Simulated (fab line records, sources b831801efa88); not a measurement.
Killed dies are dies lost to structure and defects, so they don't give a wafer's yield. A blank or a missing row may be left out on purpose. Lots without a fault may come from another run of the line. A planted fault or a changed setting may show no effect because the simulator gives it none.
Problem report in the 8D (eight disciplines) form, filled by code | flow gf180mcu | the parts of the form that need people (team, actions taken, sign-off) are left out

1. THE PROBLEM
HV_LDD_3_TW at GF_HV_LDD_TW_MEAS_38 reads a mean of 1342 on 6 wafers of 2 lots; wafers without a fault read 1449 with a standard deviation of 7.3. That is -15 standard deviations from the usual mean.
First seen on wafer L349.3, day 15 10:40, on film_metro-01. The record holds 36 wafers of 12 lots with a number at this step. Rule for "out", or "out of limits": more than 4 standard deviations from the usual mean. The other wafers with a number count as sound.

2. WHAT IT IS AND WHAT IT IS NOT
question                    | is                           | is not
which readings at this step | HV_LDD_3_TW                  | -
which lots                  | L349, L354                   | L337, L339, L341, L342, L343, L345, L347, L356, L357, L359
which wafers of those lots  | all that have a number       | -
read on which gauges        | film_metro-01, film_metro-02 | film_metro-04
when                        | from day 15 10:40            | up to then (21 sound wafers); but 9 sound wafers of L356, L357, L359 came after

3. SUSPECTS, AND WHAT RULES EACH OUT
Counting: a tool at a process step up to the reading stays a suspect if it ran every lot that is out and no sound lot after the first of them.
- the gauge at GF_HV_LDD_TW_MEAS_38: ruled out. The wafers that are out were read on 2 gauges (film_metro-01, film_metro-02).
- implanter-02 at GF_HV_LDD_IMPLANT_34: kept. It ran every lot that is out, first L349 (day 15 10:08), and no sound lot after that; its last sound lot up to then is L343 (day 13 08:37). Its own readings are out on those wafers: dose_ions_cm2, faraday_current_uA.
Left after counting: implanter-02 at GF_HV_LDD_IMPLANT_34.

4. THE CAUSE (what the simulator had put in)
Process parameter drift: implanter-02, from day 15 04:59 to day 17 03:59, at GF_HV_LDD_IMPLANT_34. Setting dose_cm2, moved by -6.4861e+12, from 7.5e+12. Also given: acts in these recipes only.
Counting left only this tool.

5. THE CHAIN OF EFFECTS, in route order
Each row: a reading whose mean over the struck wafers that have a number lies more than 3 standard deviations from the usual. Only readings for which the record gives a usual standard deviation are gone through. hours: the time from each lot's start at the first step in this table that gives one to its start at this step, as a median over the lots. sigmas: the change in usual standard deviations.
hours | step                 | reading            | usual        | on struck wafers | change     | sigmas
0     | GF_HV_LDD_IMPLANT_34 | dose_ions_cm2      | 7.499e+12    | 1.017e+12        | -6.482e+12 | -99 or more
0     | GF_HV_LDD_IMPLANT_34 | faraday_current_uA | 42.4         | 5.8              | -36.6      | -45
1     | GF_HV_LDD_TW_MEAS_38 | HV_LDD_3_TW        | 1449         | 1342             | -108       | -15
24    | GF_HV_LDD_RS_MEAS_53 | HV_LDD_RS          | 418.4 ohm/sq | 437.0            | +18.6      | +20
The process steps in it:
- GF_HV_LDD_IMPLANT_34
Later measuring or inspecting steps at which every struck wafer that the step has a row for has a number for every such reading, and none has moved that far: GF_SAB_CD_MEAS_09.

6. WHAT WOULD HAVE CAUGHT IT SOONER
In this record the first reading out of limits at a measuring or inspecting step was taken at day 15 10:40, 6 hours after the fault began at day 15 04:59.
The tool's own readings at GF_HV_LDD_IMPLANT_34 were out on every struck wafer that the step has a row for (dose_ions_cm2, faraday_current_uA): an alarm limit on them would have fired on the first of those.
Of the lots that are out (2), L354 began GF_HV_LDD_IMPLANT_34 on implanter-02 after day 15 10:40. A hold on the tool at that time would have spared it.
